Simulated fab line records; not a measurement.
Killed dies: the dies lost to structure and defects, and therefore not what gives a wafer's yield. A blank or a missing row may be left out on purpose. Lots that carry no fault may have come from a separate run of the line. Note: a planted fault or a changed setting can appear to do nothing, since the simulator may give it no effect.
Struck lot and sound lot, side by side | flow sky130 | 18 steps out of a route of 708
Sound: these wafers, L438.1, L438.4, L438.6. Wafers L456.1, L456.3, L456.4 were the ones struck. The cause is named last.
Each step with rows lists, per side, the tool, then ch with its chambers, then its first start. Under that, the readings that differ: sound wafers | struck wafers | difference of the means | sigmas: that difference in standard deviations of wafers without a fault.
alike: readings whose means differ by less than 2 such deviations, and words and numbers that are the same on both sides. not compared: withheld readings, readings that some wafer has no value for, bounds like >300 that may hide the same value, and numbers for which the record gives no deviation and whose values overlap.
A row with sigmas, a row that says differs or no value, or rows on one side alone: a step with any of these is where the two part. When numbers do not overlap yet have no deviation, they are printed without sigmas and do not part them. A reading missing from all wafers of one side parts the sides only when that side holds two or more wafers.

first, 1 step without rows for these wafers: SKY_VT_ADJUST_PCH_IMPLANT_08.
SKY_VT_ADJUST_PCH_STRIP_09: strips in O2/N2.
  sound on plasma asher-01 ch 0,1, day 12 13:39; struck on plasma asher-02 ch 0,1, day 17 20:12
  alike: drypump motor current A, o2 flow sccm, oes product au, strip time to endpoint s
  not compared: rf hours counter h
SKY_VT_ADJUST_PCH_TW_MEAS_10:
  sound on film metro-04 at day 12 13:45; struck on film metro-01 at day 17 20:18
  alike: VT_ADJUST_PCH_TW
then, 7 steps without rows for these wafers: SKY_SONOS_TUNNEL_DEHYDRATE_00 (time 60 s); SKY_SONOS_TUNNEL_HMDS_01 (prime time 60 s); SKY_SONOS_TUNNEL_COAT_02 (resist thk 1140 nm); SKY_SONOS_TUNNEL_SOFTBAKE_03 (time 60 s); SKY_SONOS_TUNNEL_EXPOSE_04 (exposes mask TUNM, target cd 410 nm); SKY_SONOS_TUNNEL_PEB_05; SKY_SONOS_TUNNEL_DEVELOP_06 (develop time 60 s).
SKY_SONOS_TUNNEL_CD_MEAS_07: target cd 410 nm.
  sound on cd sem-02 at day 13 15:13; struck on cd sem-02 at day 19 02:14
  alike: cd nm
SKY_SONOS_TUNNEL_OVL_MEAS_08:
  sound on overlay-02 at day 13 15:20; struck on overlay-02 at day 19 02:22
  alike: SONOS_TUNNEL_OVL
SKY_SONOS_TUNNEL_IMPLANT_09:
  sound on implanter-04 ch 0, day 13 15:22; struck on implanter-02 ch 0, day 19 02:24
  reading            | sound                            | struck                        | difference | sigmas
  dose ions cm2      | 1.0009e+12 1.0018e+12 1.0014e+12 | 2.991e+11 2.974e+11 2.993e+11 | -7.028e+11 | -99 or more
  faraday current uA | 5.73 5.60 5.57                   | 1.66 1.66 1.74                | -3.95      | -36
then, 2 steps without rows for these wafers: SKY_SONOS_TUNNEL_WET_ETCH_10 (etches SiO2 in dHF, target depth 14 nm, time 280 s); SKY_SONOS_TUNNEL_STRIP_11 (strips in SPM, time 600 s).
SKY_SONOS_TUNNEL_TW_MEAS_12:
  sound on film metro-04 at day 13 15:47; struck on film metro-01 at day 19 02:49
  reading         | sound             | struck            | difference | sigmas
  SONOS_TUNNEL_TW | 197.1 196.8 197.2 | 141.8 142.8 142.2 | -54.8      | -46
then, 1 step without rows for these wafers: SKY_SONOS_TUNNEL_CLEAN_13 (cleans in dHF, time 20 s).
-- the record jumps here: 32 days lie between the struck wafers' starts before and after (it left off in module SONOS_TUNNEL and takes up again in module PAD_OPEN, whose first step shown is number 708 of the route) --
SKY_PAD_OPEN_PROBE_99:
  sound on prober-01 at day 47 10:12; struck on prober-01 at day 50 22:39
  reading                                     | sound                   | struck                 | difference | sigmas
  model.etest.sonos uncharged.r on ohm um     | 812.2 823.5 814.1       | 754.2 747.9 760.7      | -62.3      |
  model.etest.sonos programmed.off log10 a um | -14.09 -13.91 -13.89    | -12.11 -12.64 -12.3    | +1.61      |
  model.etest.sonos baked.vt v (V)            | 0.9441 0.9475 0.8991    | 0.7988 0.8207 0.8442   | -0.1090    |
  model.etest.sonos uncharged.vt v (V)        | -0.4374 -0.4241 -0.4561 | -0.6104 -0.653 -0.6005 | -0.1821    |
  model.etest.sonos erased.vt v (V)           | -2.263 -2.257 -2.223    | -2.587 -2.604 -2.6     | -0.349     |
  alike: killed_at_M0_to_M3, killed_at_M4_up, killed at contacts, killed at front end, killed at other, killed dies, killed open, killed short
  not compared: model.etest.tip sonos.rs ohm sq, model.etest.sonos programmed.vt v

WHERE THEY PART
Earliest at SKY_SONOS_TUNNEL_IMPLANT_09; latest, in this record, at SKY_SONOS_TUNNEL_TW_MEAS_12. Later steps at which nothing parts them and some readings are alike: SKY_PAD_OPEN_PROBE_99.

WHY: what the simulator had put in
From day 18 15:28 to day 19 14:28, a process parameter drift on implanter-02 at SKY_SONOS_TUNNEL_IMPLANT_09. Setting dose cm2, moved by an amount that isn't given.
